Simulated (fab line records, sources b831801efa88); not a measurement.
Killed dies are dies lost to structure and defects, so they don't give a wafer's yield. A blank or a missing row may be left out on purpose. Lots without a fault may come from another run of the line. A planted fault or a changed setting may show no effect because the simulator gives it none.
fab line records | flow sky130
record lots=6 wafers=18 last_day=50
route steps=708 shown VIA2@522 METAL3@532 CAPM@537 PAD_OPEN@708
lots that met no fault: from a run of the same line without faults
start_h: hours from the record's first day to the start of the lot's first wafer shown | wait_h: hours since the lot's step before | " the same as in the row above | L1.1+2: a row that stands for several wafers | - no value, or no start given | * or withheld: withheld | < > ~ a bound
route shown NAME@n: a module of which the file shows steps, and the number in the route of the first | usual: mean/standard deviation of fault-free wafers | same: alike in all rows | chamber/n: place in a boat | sites: the reading at each site | _std_site: their standard deviation | _edge_site: outer sites' mean less inner sites' | radius_mm: how far each site lies from the wafer's centre | mask NAME#n: copy n | behind: the tool/chamber that last shaped the wafer | hold: why the lot was held/for how many hours/how that ended | device: the transistor (n, p or np) that didn't switch | end of line: the same wafers' tests at the end of the route | a step without rows: its recipe alone | killed: dies lost to structure and defects at the first sort, not the wafer's yield | map: a wafer's dies, x killed, . not, _ none there
set.NAME: the setting as run; set.NAME@STEP: as run at that earlier step | model.NAME: the simulator's own value behind a step, which no gauge read
lots at some steps of the route; a table a step, a row a wafer
services: from which hour (start_h, from the record's first day; less than 0 if before it) a tool's chamber was out of use, for how many hours, and why
## steps
# step SKY_VIA2_ETCH_15
# recipe target=SiO2 chemistry=C4F8/O2/Ar target_depth_nm=546 stop_on=TiN mask_material=KrF-thick source_w=1500 bias_w=1200 pressure_mtorr=40 c4f8_flow_sccm=withheld O2_flow_sccm=6 Ar_flow_sccm=300 time_s=84
# step SKY_VIA2_STRIP_16
# recipe chemistry=O2/N2 power_w=1400 pressure_mtorr=1500 platen_temp_c=withheld o2_flow_sccm=3000 n2_flow_sccm=300 overash_fraction=0.5
# step SKY_VIA2_STRIP_17
# recipe chemistry=post_etch_residue_remover time_s=1200 temp_c=72.5
# step SKY_VIA2_CLEAN_18
# recipe chemistry=IPA time_s=180 temp_c=25
# step SKY_VIA2_CLEAN_19
# recipe chemistry=O3/DIW dry=n2_spin
# step SKY_VIA2_SPUTTER_20
# recipe material=TiN target_thk_nm=20 chamber_pressure_pa=5 power_w=4000 time_s=80
# usual cathode_dc_power_W=4000.0/0.79 throttle_valve_pct=29.7/0.7
# columns lot.wafer tool chamber start_h wait_h cathode_dc_power_W throttle_valve_pct
L275.3 pvd_sputter-01 - 851.49 0.0 4000.4 29.4
L275.4 " - " " 3999.6 29.5
L275.5 " - " " 4000.0 29.6
L283.3 pvd_sputter-01 - 931.69 0.0 4000.5 29.6
L283.4 " - " " 4001.3 31.0
L283.6 " - " " 3999.3 29.9
L286.4 pvd_sputter-04 - 939.64 0.0 4001.0 29.3
L286.5 " - " " 3999.4 29.0
L286.6 " - " " 3999.4 29.6
L287.2 pvd_sputter-04 - 945.86 0.0 4001.3 28.4
L287.3 " - " " 4000.9 29.2
L287.5 " - " " 4000.3 29.5
L288.3 pvd_sputter-02 - 963.88 0.0 3999.2 29.4
L288.4 " - " " 4000.5 30.0
L288.5 " - " " 3998.9 29.1
L297.1 pvd_sputter-01 - 1012.95 0.0 4000.1 28.9
L297.3 " - " " 3999.7 29.6
L297.5 " - " " 3998.6 29.8
# step SKY_VIA2_CVD_21
# recipe material=W target_thk_nm=420 time_s=126.4 temp_c=400 pressure_torr=40
# usual heater_power_w=802/34 susceptor_temp_C=400.01/0.23
# columns lot.wafer tool chamber start_h wait_h heater_power_w susceptor_temp_C
L275.3 cvd_w-01 0 851.59 0.1 749 399.69
L275.4 " 1 " " 784 400.25
L275.5 " 1 " " 791 400.49
L283.3 cvd_w-02 1 931.79 0.1 828 399.89
L283.4 " 0 " " 815 400.10
L283.6 " 0 " " 823 400.10
L286.4 cvd_w-01 1 939.75 0.1 799 399.69
L286.5 " 0 " " 763 400.31
L286.6 " 1 " " 783 399.86
L287.2 cvd_w-02 1 945.92 0.0 825 400.59
L287.3 " 1 " " 811 400.46
L287.5 " 1 " " 825 400.62
L288.3 cvd_w-02 1 963.99 0.1 842 400.23
L288.4 " 0 " " 827 400.11
L288.5 " 0 " " 832 400.07
L297.1 cvd_w-02 1 1013.01 0.0 839 400.10
L297.3 " 1 " " 844 399.97
L297.5 " 1 " " 811 400.01
# step SKY_VIA2_RS_MEAS_22
# recipe thk_meas_gauge=four-point-probe reads=W_of_VIA2_CVD_21+TiN_of_VIA2_SPUTTER_20
# usual VIA2_W_RS=0.2729/0.0028
# columns lot.wafer tool chamber start_h wait_h VIA2_W_RS[ohm/sq]
L275.3 film_metro-01 - 851.72 0.1 0.2717
L275.4 " - " " 0.2704
L275.5 " - " " 0.2723
L283.3 film_metro-04 - 931.92 0.1 0.2782
L283.4 " - " " 0.2767
L283.6 " - " " 0.2760
L286.4 film_metro-04 - 939.89 0.1 0.2746
L286.5 " - " " 0.2744
L286.6 " - " " 0.2754
L287.2 film_metro-01 - 946.07 0.1 0.2712
L287.3 " - " " 0.2697
L287.5 " - " " 0.2695
L288.3 film_metro-02 - 964.11 0.1 0.2736
L288.4 " - " " 0.2758
L288.5 " - " " 0.2746
L297.1 film_metro-02 - 1013.14 0.1 0.2718
L297.3 " - " " 0.2707
L297.5 " - " " 0.2743
# step SKY_VIA2_THK_MEAS_23
# recipe thk_meas_gauge=xrf reads=W_of_VIA2_CVD_21
# usual VIA2_W_THK=413/5.1
# columns lot.wafer tool chamber start_h wait_h VIA2_W_THK[nm]
L275.3 film_metro-01 - 851.82 0.1 416
L275.4 " - " " 420
L275.5 " - " " 416
L283.3 film_metro-04 - 932.02 0.1 404
L283.4 " - " " 406
L283.6 " - " " 408
L286.4 film_metro-04 - 939.98 0.1 409
L286.5 " - " " 411
L286.6 " - " " 409
L287.2 film_metro-01 - 946.18 0.1 417
L287.3 " - " " 418
L287.5 " - " " 422
L288.3 film_metro-02 - 964.21 0.1 417
L288.4 " - " " 408
L288.5 " - " " 411
L297.1 film_metro-02 - 1013.26 0.1 415
L297.3 " - " " 416
L297.5 " - " " 412
# step SKY_VIA2_CMP_24
# recipe stop_on=SiO2 t_overpolish_s=20 down_force_psi=3.5 platen_rpm=60 target_thk_nm=0 pad_velocity_m_s=0.94248
# step SKY_METAL3_SPUTTER_00
# recipe material=Ti target_thk_nm=15 power_w=3000 time_s=10 chamber_pressure_pa=0.4
# step SKY_METAL3_SPUTTER_01
# recipe material=TiN target_thk_nm=20 power_w=6500 time_s=16.7 chamber_pressure_pa=0.4
# usual cathode_dc_power_W=6500.1/1.1 throttle_valve_pct=30.0/0.65
# columns lot.wafer tool chamber start_h wait_h cathode_dc_power_W throttle_valve_pct
L275.3 pvd_sputter-03 - 852.18 0.0 6498.2 29.9
L275.4 " - " " 6500.7 30.4
L275.5 " - " " 6497.7 30.6
L283.3 pvd_sputter-01 - 932.38 0.0 6500.6 29.0
L283.4 " - " " 6499.6 31.1
L283.6 " - " " 6497.5 29.8
L286.4 pvd_sputter-01 - 940.35 0.0 6501.1 31.1
L286.5 " - " " 6497.4 29.0
L286.6 " - " " 6499.1 29.5
L287.2 pvd_sputter-01 - 946.56 0.0 6499.6 30.8
L287.3 " - " " 6500.3 29.7
L287.5 " - " " 6499.1 29.6
L288.3 pvd_sputter-01 - 964.57 0.0 6499.4 29.1
L288.4 " - " " 6499.8 31.2
L288.5 " - " " 6500.4 29.3
L297.1 pvd_sputter-03 - 1013.64 0.0 6499.8 30.4
L297.3 " - " " 6501.0 29.2
L297.5 " - " " 6499.3 30.5
# step SKY_METAL3_SPUTTER_02
# recipe material=AlCu target_thk_nm=735 power_w=10600 time_s=39.1 chamber_pressure_pa=0.4
# usual cathode_dc_power_W=10600/1.8 throttle_valve_pct=30.0/0.66
# columns lot.wafer tool chamber start_h wait_h cathode_dc_power_W throttle_valve_pct model.AlCu_of_METAL3_SPUTTER_02.thk_nm
L275.3 pvd_sputter-03 - 852.21 0.0 10599 30.0 739
L275.4 " - " " 10600 30.4 740.2
L275.5 " - " " 10600 30.6 740.8
L283.3 pvd_sputter-01 - 932.41 0.0 10600 29.0 748.6
L283.4 " - " " 10600 31.0 736.9
L283.6 " - " " 10600 29.8 743.4
L286.4 pvd_sputter-01 - 940.38 0.0 10598 31.2 736.5
L286.5 " - " " 10601 28.8 741.4
L286.6 " - " " 10600 29.8 738.9
L287.2 pvd_sputter-01 - 946.58 0.0 11407 30.9 782.9
L287.3 " - " " 11409 29.5 781.3
L287.5 " - " " 11408 29.6 783.8
L288.3 pvd_sputter-01 - 964.60 0.0 11414 29.3 803.4
L288.4 " - " " 11413 31.0 795.3
L288.5 " - " " 11413 29.5 791.6
L297.1 pvd_sputter-03 - 1013.67 0.0 10600 30.5 754
L297.3 " - " " 10600 29.3 740.6
L297.5 " - " " 10599 30.5 744.2
# step SKY_METAL3_SPUTTER_03
# recipe material=Ti target_thk_nm=5 power_w=3000 time_s=3.3 chamber_pressure_pa=0.4
# step SKY_METAL3_SPUTTER_04
# recipe material=TiN target_thk_nm=70 power_w=6500 time_s=58.3 chamber_pressure_pa=0.4
# usual cathode_dc_power_W=6500.0/1.1 throttle_valve_pct=30.0/0.66
# columns lot.wafer tool chamber start_h wait_h cathode_dc_power_W throttle_valve_pct
L275.3 pvd_sputter-03 - 852.27 0.0 6498.9 30.1
L275.4 " - " " 6501.5 30.7
L275.5 " - " " 6499.6 30.5
L283.3 pvd_sputter-01 - 932.47 0.0 6499.8 29.1
L283.4 " - " " 6499.9 30.9
L283.6 " - " " 6497.6 29.7
L286.4 pvd_sputter-01 - 940.44 0.0 6500.3 30.8
L286.5 " - " " 6501.2 29.2
L286.6 " - " " 6501.3 29.7
L287.2 pvd_sputter-01 - 946.64 0.0 6499.4 30.9
L287.3 " - " " 6500.6 29.7
L287.5 " - " " 6499.3 29.6
L288.3 pvd_sputter-01 - 964.66 0.0 6499.6 28.8
L288.4 " - " " 6500.6 31.1
L288.5 " - " " 6498.9 29.8
L297.1 pvd_sputter-03 - 1013.73 0.0 6501.2 30.5
L297.3 " - " " 6499.6 29.3
L297.5 " - " " 6499.7 30.6
# step SKY_CAPM_CVD_00
# recipe material=SiO2 target_thk_nm=15.5 temp_c=400 time_s=withheld rf_w=450
# usual heater_power_w=711/82 susceptor_temp_C=400.05/0.21
# columns lot.wafer tool chamber start_h wait_h heater_power_w susceptor_temp_C
L275.3 pecvd-04 1 852.31 0.0 613 399.60
L275.4 " 0 " " 736 400.26
L275.5 " 2 " " 791 400.20
L283.3 pecvd-01 0 932.51 0.0 766 399.81
L283.4 " 1 " " 686 400.25
L283.6 " 0 " " 727 400.15
L286.4 pecvd-04 0 940.48 0.0 738 400.28
L286.5 " 2 " " 663 400.08
L286.6 " 1 " " 747 400.21
L287.2 pecvd-01 0 946.69 0.0 675 399.85
L287.3 " 1 " " 736 400.31
L287.5 " 1 " " 723 399.95
L288.3 pecvd-04 0 964.71 0.0 778 400.01
L288.4 " 2 " " 668 400.07
L288.5 " 0 " " 778 399.80
L297.1 pecvd-01 1 1013.78 0.0 763 400.51
L297.3 " 2 " " 560 400.21
L297.5 " 2 " " 558 400.21
# step SKY_CAPM_THK_MEAS_01
# recipe reads=SiO2_of_CAPM_CVD_00
# usual CAPM_CVD_00_THK=15.51/0.27
# columns lot.wafer tool chamber start_h wait_h CAPM_CVD_00_THK[nm]
L275.3 film_metro-03 - 852.36 - 15.26
L275.4 " - " " 15.76
L275.5 " - " " 15.02
L283.3 film_metro-02 - 932.56 - 15.38
L283.4 " - " " 15.82
L283.6 " - " " 15.81
L286.4 film_metro-02 - 940.52 - 15.73
L286.5 " - " " 15.14
L286.6 " - " " 15.39
L287.2 film_metro-01 - 946.72 - 15.47
L287.3 " - " " 15.44
L287.5 " - " " 15.55
L288.3 film_metro-03 - 964.75 - 15.56
L288.4 " - " " 15.67
L288.5 " - " " 15.82
L297.1 film_metro-01 - 1013.80 - 14.97
L297.3 " - " " 14.83
L297.5 " - " " 14.94
# step SKY_CAPM_SPUTTER_02
# recipe material=TiN target_thk_nm=200 temp_c=300 power_w=6500 time_s=166.7 chamber_pressure_pa=0.4
# step SKY_CAPM_RS_MEAS_03
# recipe thk_meas_gauge=four-point-probe reads=TiN_of_CAPM_SPUTTER_02
# usual CAPM_TIN_RS=6.92/0.075
# columns lot.wafer tool chamber start_h wait_h CAPM_TIN_RS[ohm/sq]
L275.3 film_metro-03 - 852.55 0.1 6.97
L275.4 " - " " 6.99
L275.5 " - " " 6.87
L283.3 film_metro-03 - 932.75 0.1 6.93
L283.4 " - " " 6.96
L283.6 " - " " 6.92
L286.4 film_metro-03 - 940.72 0.1 6.86
L286.5 " - " " 6.84
L286.6 " - " " 6.89
L287.2 film_metro-03 - 946.90 0.1 6.88
L287.3 " - " " 6.88
L287.5 " - " " 6.91
L288.3 film_metro-03 - 964.94 0.1 6.82
L288.4 " - " " 6.84
L288.5 " - " " 6.77
L297.1 film_metro-03 - 1013.97 0.1 6.85
L297.3 " - " " 6.92
L297.5 " - " " 6.82
# step SKY_CAPM_THK_MEAS_04
# recipe thk_meas_gauge=xrf reads=TiN_of_CAPM_SPUTTER_02
# usual CAPM_TIN_THK=197.1/2.3
# columns lot.wafer tool chamber start_h wait_h CAPM_TIN_THK[nm]
L275.3 film_metro-03 - 852.65 0.1 195.6
L275.4 " - " " 196.3
L275.5 " - " " 198.2
L283.3 film_metro-03 - 932.85 0.1 197.7
L283.4 " - " " 195.9
L283.6 " - " " 198.3
L286.4 film_metro-03 - 940.81 0.1 198.1
L286.5 " - " " 198.7
L286.6 " - " " 197.6
L287.2 film_metro-03 - 947.01 0.1 199.2
L287.3 " - " " 198.2
L287.5 " - " " 197.7
L288.3 film_metro-03 - 965.04 0.1 199.9
L288.4 " - " " 199.9
L288.5 " - " " 201.6
L297.1 film_metro-03 - 1014.09 0.1 198.9
L297.3 " - " " 198.5
L297.5 " - " " 200.7
# step SKY_CAPM_DEHYDRATE_05
# recipe temp_c=200 time_s=60
# step SKY_CAPM_HMDS_06
# recipe prime_time_s=60 prime_temp_c=120
# step SKY_CAPM_COAT_07
# recipe resist=NOVOLAK spin_rpm=3000 resist_thk_nm=1140
# step SKY_CAPM_SOFTBAKE_08
# recipe temp_c=90 time_s=60 resist=NOVOLAK
# step SKY_CAPM_EXPOSE_09
# recipe mask_id=CAPM na=0.6 source_shape=conventional sigma_outer=0.6 polarization=unpolarized target_cd_nm=1000 dose_mj=159
# step SKY_CAPM_PEB_10
# recipe temp_c=withheld time_s=* resist=NOVOLAK
# step SKY_CAPM_DEVELOP_11
# recipe resist=NOVOLAK developer=TMAH develop_time_s=60 dev_temp_c=23
# step SKY_CAPM_OVL_MEAS_12
# usual CAPM_OVL=0.3/2.1
# columns lot.wafer tool chamber start_h wait_h CAPM_OVL[nm]
L275.3 overlay-01 - 877.53 0.1 2.4
L275.4 " - " " 3.3
L275.5 " - " " 1.5
L283.3 overlay-02 - 957.40 0.1 1.6
L283.4 " - " " 1.6
L283.6 " - " " 1.8
L286.4 overlay-01 - 964.51 0.1 0.3
L286.5 " - " " -1.5
L286.6 " - " " 1.4
L287.2 overlay-02 - 971.42 0.1 1.0
L287.3 " - " " 1.9
L287.5 " - " " 0.4
L288.3 overlay-02 - 988.38 0.1 -4.0
L288.4 " - " " -2.1
L288.5 " - " " -3.5
L297.1 overlay-01 - 1035.94 0.1 1.8
L297.3 " - " " 3.7
L297.5 " - " " 2.6
# step SKY_CAPM_METAL_ETCH_13
# recipe target_depth_nm=220 stop_on=SiO2 chemistry=Cl2/BCl3 target=TiN pressure_mtorr=10 icp_w=929.1 bias_w=48.5 Cl2_flow_sccm=60 bcl3_flow_sccm=30 time_s=62.9
# step SKY_CAPM_STRIP_14
# recipe chemistry=O2/N2 power_w=1400 pressure_mtorr=1500 platen_temp_c=withheld o2_flow_sccm=3000 n2_flow_sccm=300 overash_fraction=0.5
# step SKY_CAPM_STRIP_15
# recipe chemistry=post_etch_residue_remover time_s=1200 temp_c=72.5
# step SKY_CAPM_CLEAN_16
# recipe chemistry=IPA time_s=180 temp_c=25
# step SKY_CAPM_CLEAN_17
# recipe chemistry=O3/DIW dry=n2_spin
# step SKY_METAL3_DEHYDRATE_05
# recipe temp_c=200 time_s=60
# step SKY_METAL3_HMDS_06
# recipe prime_time_s=60 prime_temp_c=120
# step SKY_METAL3_COAT_07
# recipe resist=BARC temp_c=withheld time_s=withheld spin_rpm=3000 resist_thk_nm=60
# step SKY_METAL3_COAT_08
# recipe resist=KrF-thick spin_rpm=3000 resist_thk_nm=1130
# step SKY_METAL3_SOFTBAKE_09
# recipe temp_c=100 time_s=90 resist=KrF-thick
# step SKY_METAL3_EXPOSE_10
# recipe mask_id=MM3 na=0.68 source_shape=annular sigma_inner=0.4 sigma_outer=0.8 target_cd_nm=300 dose_mj=28
# step SKY_METAL3_PEB_11
# recipe peb_temp_c=withheld peb_time_s=withheld resist=KrF-thick
# step SKY_METAL3_DEVELOP_12
# recipe develop_time_s=60 resist=KrF-thick dev_temp_c=21
# step SKY_METAL3_CD_MEAS_13
# recipe target_cd_nm=300
# usual cd_nm=300.2/1.1
# columns lot.wafer tool chamber start_h wait_h cd_nm
L275.3 cd_sem-01 - 903.92 - 298.9
L275.4 " - " " 300.3
L275.5 " - " " 300.5
L283.3 cd_sem-02 - 981.97 - 299.5
L283.4 " - " " 300.1
L283.6 " - " " 299.8
L286.4 cd_sem-01 - 988.78 - 299.8
L286.5 " - " " 299.9
L286.6 " - " " 298.9
L287.2 cd_sem-02 - 995.89 - 300.3
L287.3 " - " " 301.5
L287.5 " - " " 299.8
L288.3 cd_sem-02 - 1012.87 - 299.4
L288.4 " - " " 300.7
L288.5 " - " " 300.0
L297.1 cd_sem-02 - 1058.77 - 298.4
L297.3 " - " " 299.5
L297.5 " - " " 298.5
# step SKY_METAL3_METAL_ETCH_18
# recipe target_depth_a=8450 stop_on=SiO2 over_etch_frac=0.3 time_s=183.1 chemistry=Cl2/BCl3 resist_sidewall_deg=88 pressure_mtorr=10 icp_w=900 bias_w=48.5 Cl2_flow_sccm=60 bcl3_flow_sccm=30
# usual drypump_motor_current_A=5.4/0.35 mfc_cl2_sccm=60.05/0.17 oes_product_au=0.867/0.0067 throttle_valve_pct=22.264/0.0088
# same over_etch_frac=0.3
# columns lot.wafer tool chamber start_h wait_h drypump_motor_current_A mfc_cl2_sccm oes_product_au rf_hours_counter_h throttle_valve_pct
L275.3 rie_metal-03 1 904.24 0.1 5.7 60.06 0.867 - 22.251
L275.4 " 0 " " 5.2 59.84 0.866 - 22.264
L275.5 " 0 " " 5.2 60.12 0.881 - 22.266
L283.3 rie_metal-01 0 982.29 0.1 5.2 59.98 0.878 - 22.252
L283.4 " 1 " " 5.1 59.86 0.865 - 22.268
L283.6 " 1 " " 5.1 59.86 0.880 - 22.269
L286.4 rie_metal-03 0 989.08 0.1 5.2 60.05 0.867 - 22.276
L286.5 " 0 " " 5.2 60.03 0.868 - 22.251
L286.6 " 1 " " 5.7 59.94 0.877 - 22.266
L287.2 rie_metal-03 1 996.17 0.0 5.7 60.12 0.889 13 22.271
L287.3 " 1 " " 5.7 59.87 0.892 - 22.278
L287.5 " 1 " " 5.7 59.79 0.892 - 22.266
L288.3 rie_metal-03 1 1013.20 0.1 5.7 60.32 0.916 - 22.240
L288.4 " 0 " " 5.2 60.01 0.900 - 22.256
L288.5 " 1 " " 5.7 60.13 0.895 - 22.251
L297.1 rie_metal-03 1 1059.07 0.0 5.7 60.15 0.883 17 22.275
L297.3 " 1 " " 5.7 60.36 0.857 - 22.253
L297.5 " 0 " " 5.2 60.08 0.866 - 22.270
# step SKY_PAD_OPEN_PROBE_99
# usual defect_limited_yield=82.3/2.1 killed_at_M0_to_M3=44/7.3 killed_at_M4_up=3.3/1.8 killed_at_contacts=24/5.3 killed_at_front_end=16/5 killed_at_other=0.2/0.51 killed_dies=87/10 killed_on_rim=17/3.9 killed_open=47/7.5 killed_short=40/6.3 sort_bin_3_pad_short=0.9/0.41 sort_bin_5_function=10.5/1.6 sort_bin_6_memory=6.3/1.2 sort_n_pass=405/10 sort_yield_pct=82.3/2.1
# same gross_dies=492 killed_at_back_side=0 sort_bin_4_leakage[%]=0 sort_bin_8_speed[%]=0
# columns lot.wafer tool chamber start_h wait_h defect_limited_yield[%] killed_at_M0_to_M3 killed_at_M4_up killed_at_contacts killed_at_front_end killed_at_other killed_dies killed_on_rim killed_open killed_short sort_bin_3_pad_short[%] sort_bin_5_function[%] sort_bin_6_memory[%] sort_n_pass sort_yield_pct[%] model.etest.met3.line_ohm_um model.etest.met3.rs_ohm_sq
L275.3 prober-02 - 1080.27 0.2 84.1 38 3 23 14 0 78 24 36 42 0.8 9.1 5.9 414 84.1 0.1417 0.04299
L275.4 prober-02 - 1080.32 0.2 82.5 47 2 18 19 0 86 19 46 40 1.6 10.0 5.9 406 82.5 0.1402 0.04233
L275.5 prober-02 - 1080.37 0.2 81.7 42 4 26 18 0 90 10 39 51 1.0 10.6 6.7 402 81.7 0.1371 0.04237
L283.3 prober-02 - 1142.30 0.2 83.5 35 5 26 14 1 81 22 39 42 1.0 9.3 6.1 411 83.5 0.1357 0.04195
L283.4 prober-02 - 1142.35 0.2 82.3 38 5 36 7 1 87 7 43 44 1.0 11.4 5.3 405 82.3 0.148 0.04305
L283.6 prober-02 - 1142.45 0.2 81.1 42 4 27 20 0 93 15 48 45 0.4 11.8 6.7 399 81.1 0.1457 0.04251
L286.4 prober-01 - 1147.61 0.2 78.7 44 4 40 17 0 105 14 55 50 1.6 11.2 8.5 387 78.7 0.1438 0.04265
L286.5 prober-01 - 1147.66 0.2 83.7 33 5 28 12 2 80 16 38 42 1.0 8.7 6.5 412 83.7 0.1407 0.0423
L286.6 prober-01 - 1147.71 0.2 82.3 38 2 27 20 0 87 19 38 49 1.0 9.6 7.1 405 82.3 0.1416 0.04278
L287.2 prober-02 - 1155.45 0.1 82.5 47 2 20 15 2 86 16 50 36 0.8 11.6 5.1 406 82.5 0.1326 0.04028
L287.3 prober-02 - 1155.50 0.2 82.1 51 3 18 16 0 88 13 51 37 1.0 9.3 7.5 404 82.1 0.1323 0.04036
L287.5 prober-02 - 1155.60 0.2 83.1 40 3 21 19 0 83 20 48 35 1.8 8.9 6.1 409 83.1 0.133 0.03989
L288.3 prober-01 - 1166.46 0.2 76.8 46 5 36 27 0 114 21 70 44 0.8 13.6 8.7 378 76.8 0.1351 0.03941
L288.4 prober-01 - 1166.51 0.2 81.9 50 1 17 21 0 89 19 53 36 1.2 9.1 7.7 403 81.9 0.1293 0.03948
L288.5 prober-01 - 1166.56 0.2 83.1 42 2 22 17 0 83 14 39 44 1.6 9.8 5.5 409 83.1 0.1341 0.03961
L297.1 prober-02 - 1200.56 0.1 78.3 57 4 24 22 0 107 19 56 51 0.2 15.2 6.3 385 78.3 0.1393 0.04168
L297.3 prober-02 - 1200.66 0.2 80.9 56 3 20 15 0 94 17 46 48 1.2 11.8 6.1 398 80.9 0.1431 0.0423
L297.5 prober-02 - 1200.76 0.2 76.0 66 4 28 20 0 118 21 62 56 1.8 11.6 10.6 374 76.0 0.1378 0.04219
# killed by level:class
L275.3 LI_CONTACT:geometric_particle:open=8 FIELD_ISO:geometric_particle:short=7 CONTACT:geometric_particle:short=6 VIA1:geometric_particle:short=6 VIA1:geometric_particle:open=6 VIA2:geometric_particle:short=6 METAL2:geometric_particle:short=5 CONTACT:geometric_particle:open=4
L275.4 CONTACT:geometric_particle:open=10 VIA1:geometric_particle:open=9 METAL1:geometric_particle:short=8 VIA3:geometric_particle:short=7 VIA3:geometric_particle:open=6 METAL2:geometric_particle:short=5 FIELD_ISO:geometric_particle:open=4 VIA2:geometric_particle:open=4
L275.5 FIELD_ISO:geometric_particle:short=10 VIA2:geometric_particle:open=8 CONTACT:geometric_particle:short=8 VIA3:geometric_particle:open=8 CONTACT:geometric_particle:open=7 VIA1:geometric_particle:open=6 FIELD_ISO:geometric_particle:open=5 LI_CONTACT:geometric_particle:short=5
L283.3 CONTACT:geometric_particle:open=9 CONTACT:geometric_particle:short=6 VIA1:geometric_particle:open=6 LI_CONTACT:geometric_particle:open=5 VIA1:geometric_particle:short=5 FIELD_ISO:geometric_particle:short=4 METAL3:geometric_particle:short=4 METAL1:geometric_particle:short=4
L283.4 CONTACT:geometric_particle:open=15 VIA1:geometric_particle:open=12 CONTACT:geometric_particle:short=10 LI_CONTACT:geometric_particle:open=5 METAL2:geometric_particle:short=5 METAL1:geometric_particle:short=4 VIA1:geometric_particle:short=4 VIA2:geometric_particle:open=4
L283.6 VIA1:geometric_particle:open=12 CONTACT:geometric_particle:open=9 VIA3:geometric_particle:open=7 CONTACT:geometric_particle:short=6 POLY_GATE:geometric_particle:open=6 VIA1:geometric_particle:short=6 METAL2:geometric_particle:short=5 LI_CONTACT:geometric_particle:open=4
L286.4 LI_CONTACT:geometric_particle:open=13 CONTACT:geometric_particle:open=9 CONTACT:geometric_particle:short=7 METAL1:geometric_particle:short=7 METAL2:geometric_particle:open=6 FIELD_ISO:geometric_particle:open=5 VIA2:geometric_particle:open=5 LOCAL_INTERCONNECT:geometric_particle:short=5
L286.5 CONTACT:geometric_particle:open=8 LI_CONTACT:geometric_particle:open=8 VIA1:geometric_particle:open=7 LOCAL_INTERCONNECT:geometric_particle:short=7 VIA3:geometric_particle:open=6 FIELD_ISO:geometric_particle:short=5 METAL1:geometric_particle:short=5 METAL2:geometric_particle:short=5
L286.6 LI_CONTACT:geometric_particle:open=8 FIELD_ISO:geometric_particle:open=7 LOCAL_INTERCONNECT:geometric_particle:short=7 METAL2:geometric_particle:short=7 VIA1:geometric_particle:open=6 VIA2:geometric_particle:open=5 POLY_GATE:geometric_particle:short=5 CONTACT:geometric_particle:short=5
L287.2 VIA3:geometric_particle:open=10 VIA1:geometric_particle:open=9 LI_CONTACT:geometric_particle:open=7 CONTACT:geometric_particle:open=7 FIELD_ISO:geometric_particle:short=5 VIA1:geometric_particle:short=5 METAL2:geometric_particle:short=5 VIA3:geometric_particle:short=4
L287.3 VIA1:geometric_particle:open=13 FIELD_ISO:geometric_particle:open=7 METAL2:geometric_particle:short=7 VIA2:geometric_particle:open=6 VIA3:geometric_particle:open=6 METAL1:geometric_particle:short=6 CONTACT:geometric_particle:open=5 LI_CONTACT:geometric_particle:open=4
L287.5 VIA1:geometric_particle:open=16 POLY_GATE:geometric_particle:short=7 CONTACT:geometric_particle:open=7 LI_CONTACT:geometric_particle:open=6 LOCAL_INTERCONNECT:geometric_particle:short=6 VIA2:geometric_particle:open=5 VIA3:geometric_particle:open=5 FIELD_ISO:geometric_particle:short=4
L288.3 CONTACT:geometric_particle:open=12 VIA2:geometric_particle:open=11 FIELD_ISO:geometric_particle:open=10 LI_CONTACT:geometric_particle:open=10 VIA1:geometric_particle:open=9 CONTACT:geometric_particle:short=7 VIA1:geometric_particle:short=7 FIELD_ISO:geometric_particle:short=6
L288.4 VIA1:geometric_particle:open=11 FIELD_ISO:geometric_particle:open=8 VIA3:geometric_particle:open=7 METAL1:geometric_particle:short=6 LI_CONTACT:geometric_particle:open=5 CONTACT:geometric_particle:open=5 VIA1:geometric_particle:short=5 VIA2:geometric_particle:open=5
L288.5 VIA3:geometric_particle:open=9 CONTACT:geometric_particle:open=9 FIELD_ISO:geometric_particle:short=5 POLY_GATE:geometric_particle:open=5 CONTACT:geometric_particle:short=5 METAL1:geometric_particle:short=5 VIA1:geometric_particle:open=5 METAL2:geometric_particle:short=5
L297.1 VIA1:geometric_particle:open=10 VIA2:geometric_particle:open=9 CONTACT:geometric_particle:open=8 VIA1:geometric_particle:short=7 METAL2:geometric_particle:short=7 VIA3:geometric_particle:open=7 FIELD_ISO:geometric_particle:short=6 LI_CONTACT:geometric_particle:open=6
L297.3 VIA1:geometric_particle:open=10 FIELD_ISO:geometric_particle:short=9 VIA1:geometric_particle:short=9 VIA3:geometric_particle:open=9 VIA2:geometric_particle:open=8 CONTACT:geometric_particle:open=7 VIA2:geometric_particle:short=7 METAL2:geometric_particle:short=5
L297.5 VIA1:geometric_particle:open=15 METAL2:geometric_particle:short=13 METAL1:geometric_particle:short=9 VIA2:geometric_particle:open=9 LI_CONTACT:geometric_particle:open=7 CONTACT:geometric_particle:open=7 CONTACT:geometric_particle:short=7 VIA3:geometric_particle:open=6
## services
# columns tool chamber start_h hours kind
pvd_sputter-02 - 831.49 20.7 repair
rie_metal-03 - 833.68 0.9 repair
pecvd-04 2 836.66 10.8 repair
rie_metal-03 - 838.77 28.1 pm
cvd_w-01 1 848.64 2.8 repair
cvd_w-02 - 849.73 6.9 pm
pecvd-01 - 873.62 5.8 repair
rie_metal-03 0 874.67 4.1 repair
rie_metal-03 1 882.64 4.7 repair
cvd_w-02 - 885.24 2.8 pm
pvd_sputter-02 - 885.51 20.8 repair
rie_metal-03 - 888.46 4.3 repair
cvd_w-01 - 904.00 14.0 pm
pvd_sputter-03 - 907.85 36.5 repair
cvd_w-02 - 916.70 1.4 repair
cvd_w-01 - 932.55 1.4 repair
pvd_sputter-01 1 933.69 - consumable_replace:kit
pvd_sputter-01 1 933.69 18.0 scheduled_down
pvd_sputter-01 1 933.69 18.0 vent_cycle
pecvd-01 1 958.93 5.2 repair
cvd_w-01 - 984.94 6.0 pm
pvd_sputter-01 - 996.94 1.3 repair
rie_metal-01 - 997.10 0.6 repair
pecvd-04 1 1047.64 3.6 repair
## key
first_sign step=SKY_METAL3_SPUTTER_02 reading=cathode_dc_power_W direction=up sigmas=99+ usual=10600 struck=11411
effect step=SKY_METAL3_METAL_ETCH_18 reading=oes_product_au direction=up sigmas=4.5 usual=0.867 struck=0.897
model_effect step=SKY_METAL3_SPUTTER_02 value=AlCu_of_METAL3_SPUTTER_02.thk_nm without=733.5 struck=789.7
model_effect step=SKY_PAD_OPEN_PROBE_99 value=etest.met3.line_ohm_um without=0.143 struck=0.1327
met_at SKY_METAL3_SPUTTER_02
struck_wafers L287.2,L287.3,L287.5,L288.3,L288.4,L288.5
onset_between 940.38 946.58
fault kind=process_parameter_drift tool=pvd_sputter-01 chamber=- onset_h=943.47 steps=SKY_METAL3_SPUTTER_02 channel=power_w offset=* shape=step end_h=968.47 acts_in=* stated=*
